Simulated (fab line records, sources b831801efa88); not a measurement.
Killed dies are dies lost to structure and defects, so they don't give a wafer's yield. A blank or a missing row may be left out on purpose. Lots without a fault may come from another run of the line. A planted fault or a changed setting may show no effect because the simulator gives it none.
Which tool did it? | flow sky130 | 11 lots, 33 wafers sampled, at 3 steps of a route of 708

WHAT THE GAUGES READ, wafer by wafer
SKY_NWELL_OVL_MEAS_10. Usual: NWELL_00_OVL 0.7 nm, standard deviation 1.4.
lot  | measured     | on         | NWELL_00_OVL (nm) | flag
L594 | day 4 14:00  | overlay-01 | 0.4 0.2 2.3       |
L597 | day 5 08:25  | overlay-02 | 0.5 0.2 -0.1      |
L600 | day 5 21:39  | overlay-02 | -1.5 -0.9 -0.5    |
L603 | day 6 15:03  | overlay-02 | 1.4 1.1 1.6       |
L602 | day 6 16:42  | overlay-01 | 2.7 2.1 2.3       |
L611 | day 8 18:08  | overlay-01 | 1.6 -0.1 -1.2     |
L612 | day 8 19:29  | overlay-02 | 2.7 1.3 2.4       |
L613 | day 9 02:44  | overlay-01 | 3.5 1.5 2.6       |
L614 | day 9 10:55  | overlay-02 | -0.2 1.6 0.7      |
L615 | day 9 17:12  | overlay-02 | -1.1 -0.1 -1.3    |
L617 | day 10 01:56 | overlay-01 | -0.3 -1.5 -0.4    |

SKY_GATE_OXIDE_THK_MEAS_02. Usual: GATE_OXIDE_OXIDATION_00_THK 10.32 nm, standard deviation 0.18.
lot  | measured     | on            | GATE_OXIDE_OXIDATION_00_THK (nm)    | flag
L594 | day 12 15:43 | film_metro-04 | 10.65 10.42 10.52                   |
L597 | day 13 21:34 | film_metro-03 | 10.20 10.21 10.32                   |
L600 | day 14 12:46 | film_metro-04 | 10.12 10.24 10.25                   |
L603 | day 15 16:38 | film_metro-04 | 12.84 12.93 12.68 12.81 12.86 12.68 | OFF
L602 | day 15 16:38 | film_metro-02 | 12.79 12.76 12.75 12.72 12.70 12.76 | OFF
L611 | day 18 17:40 | film_metro-04 | 10.53 10.28 10.44                   |
L612 | day 18 17:40 | film_metro-02 | 10.42 10.30 10.46                   |
L613 | day 19 02:33 | film_metro-02 | 10.35 10.28 10.56                   |
L614 | day 19 17:19 | film_metro-03 | 10.13 10.30 10.35                   |
L615 | day 19 23:02 | film_metro-03 | 10.90 10.67 10.59                   |
L617 | day 20 10:37 | film_metro-02 | 10.11 10.10 10.09                   |

WHICH TOOL RAN EACH LOT (tool, then ch and the chambers of the sampled wafers, then the start)
lot  | SKY_GATE_OXIDE_OXIDATION_01
L594 | furnace-01 ch 0, day 12 14:18
L597 | furnace-02 ch 0, day 13 20:07
L600 | furnace-01 ch 0, day 14 11:21
L603 | furnace-02 ch 0, day 15 15:14
L602 | furnace-02 ch 0, day 15 15:14
L611 | furnace-01 ch 0, day 18 16:15
L612 | furnace-01 ch 0, day 18 16:15
L613 | furnace-02 ch 0, day 19 01:08
L614 | furnace-01 ch 0, day 19 15:53
L615 | furnace-01 ch 0, day 19 21:36
L617 | furnace-01 ch 0, day 20 09:11
- SKY_GATE_OXIDE_OXIDATION_01: stabilise 600 s, purge 300 s, target thk 10.268 nm.

WHAT THE TOOLS THEMSELVES READ (means of the sampled wafers that have a number; where no wafer has one, the mark that the record gives instead)
SKY_GATE_OXIDE_OXIDATION_01. Usual: spike_tc_bottom_C 918.4 C, standard deviation 1.4; tube_center_temp_C_max 902.3, standard deviation 0.4; zone_power_centre_pct 18.63 %, standard deviation 0.29.
lot  | tool       | spike_tc_bottom_C (C) | tube_center_temp_C_max | zone_power_centre_pct (%) | flag
L594 | furnace-01 | 918.5                 | 902.2                  | 18.22                     |
L597 | furnace-02 | 916.1                 | 902.5                  | 18.98                     |
L600 | furnace-01 | 919.4                 | 902.7                  | 18.69                     |
L603 | furnace-02 | 916.7                 | 902.7                  | 18.84                     |
L602 | furnace-02 | 917.0                 | 902.3                  | 19.03                     |
L611 | furnace-01 | 919.3                 | 902.2                  | 18.54                     |
L612 | furnace-01 | 919.2                 | 902.6                  | 18.54                     |
L613 | furnace-02 | 916.3                 | 902.4                  | 18.82                     |
L614 | furnace-01 | 919.9                 | 902.2                  | 18.55                     |
L615 | furnace-01 | 919.9                 | 902.1                  | 18.51                     |
L617 | furnace-01 | 918.3                 | 902.0                  | 18.56                     |

THE ANSWER, worked out from the rows above alone
Rule: a lot is off if the mean of its wafers that have a number lies more than 3 standard deviations from the usual mean. A lot without any number at a reading at which 4 lots or more have one is off too. The other lots that the step has rows for count as sound. The gauges are gone through in route order, then the tools' own readings, and for those a lot's mean is taken as printed above. The first step at which some lot is off is used, and at that step the reading that is off furthest; a lot without a number counts as furthest.
Off: L603, L602, at SKY_GATE_OXIDE_THK_MEAS_02 (GATE_OXIDE_OXIDATION_00_THK).
A tool fits if, at a process step before that reading, it ran every lot that is off, and no sound lot after the first of them. The gauges at SKY_GATE_OXIDE_THK_MEAS_02 are tried like those tools. None of those tried fits.

WHAT THE SIMULATOR HAD PUT IN
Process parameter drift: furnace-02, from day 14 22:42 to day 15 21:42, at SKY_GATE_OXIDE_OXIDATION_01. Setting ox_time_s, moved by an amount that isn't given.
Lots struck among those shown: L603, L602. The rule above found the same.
